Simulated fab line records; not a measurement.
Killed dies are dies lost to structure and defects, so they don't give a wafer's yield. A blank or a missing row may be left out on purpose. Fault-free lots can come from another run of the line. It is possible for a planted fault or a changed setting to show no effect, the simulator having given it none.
Struck lot and sound lot, side by side    flow gf180mcu    15 out of 602 route steps
Sound: the wafers L424.3, L424.5, L424.6. Struck: wafers L415.3, L415.5, L415.6. The cause comes at the end.
At each step with rows: each side's tool, then ch and its chambers, then its first start. Under that, the readings that differ: sound wafers    struck wafers    difference of the means    sigmas: that difference in standard deviations of wafers without a fault.
alike: a reading whose means differ by less than 2 such deviations, as well as words and numbers matching on both sides. not compared: withheld readings; readings where some wafer has no value; bounds like >300 that might hide an equal value; numbers whose values overlap and for which the record gives no deviation.
The two part at a step that has a row with sigmas, a row that says differs or no value, or rows on one side only. Numbers that don't overlap but have no deviation are shown without sigmas and don't part them. Lack of a reading on every wafer of one side parts them only where that side has two or more wafers.

first, 8 steps without rows for these wafers: GF_V2_DEHYDRATE_06 (time 60 s); GF_V2_HMDS_07 (prime time 60 s); GF_V2_COAT_08; GF_V2_COAT_09 (resist thk 1000 nm); GF_V2_SOFTBAKE_10 (time 60 s); GF_V2_EXPOSE_11 (exposes mask Via2, target cd 260 nm); GF_V2_PEB_12 (peb time 90 s); GF_V2_DEVELOP_13 (develop time 60 s).
GF_V2_CD_MEAS_14 targets a cd of 260 nm.
  struck on cd sem-01, day 24 15:07; sound on cd sem-01, day 27 06:14
  alike: cd nm
GF_V2_OVL_MEAS_15:
  struck on overlay-02, day 24 15:13; sound on overlay-01, day 27 06:20
  alike: V2_OVL
GF_V2_ETCH_16: etches BARC in N2/H2.
  sound on rie diel-04 ch 2,3, day 27 06:22; struck on rie diel-02 ch 0,2,3, day 24 15:14
  alike: drypump motor current A, oes product au, throttle valve pct
GF_V2_ETCH_17: etches SiO2 in C4F8/O2/Ar, stops on TiN, target depth 630 nm.
  sound on rie diel-04 ch 2,3; struck on rie diel-02 ch 0,2,3
  alike: oes product au
GF_V2_STRIP_18: strips in O2/N2.
  sound on plasma asher-04 ch 0,1, day 27 06:31; struck on plasma asher-04 ch 0,1, day 24 15:24
  no value came back on the struck wafers for any of 6 readings (chamber pressure mTorr (mTorr), drypump motor current A (A) and others); on the sound wafers chamber pressure mTorr (mTorr) reads 1499.5 1500.7 1499.8
  not compared: rf hours counter h
then, 1 step without rows for these wafers: GF_V2_STRIP_19 (strips in post etch residue remover, time 1200 s).
-- the record jumps here: 8 days lie between the struck wafers' starts before and after (it left off in module V2 and takes up again in module PASSIVATION, whose first step shown is number 602 of the route) --
GF_PASSIVATION_PROBE_99:
  the record has rows for the struck wafers here (prober-02, day 32 11:02) and none for the sound ones

WHERE THEY PART
At GF_V2_STRIP_18 first; at GF_PASSIVATION_PROBE_99 last (within this record only).

WHY: the cause the simulator had injected
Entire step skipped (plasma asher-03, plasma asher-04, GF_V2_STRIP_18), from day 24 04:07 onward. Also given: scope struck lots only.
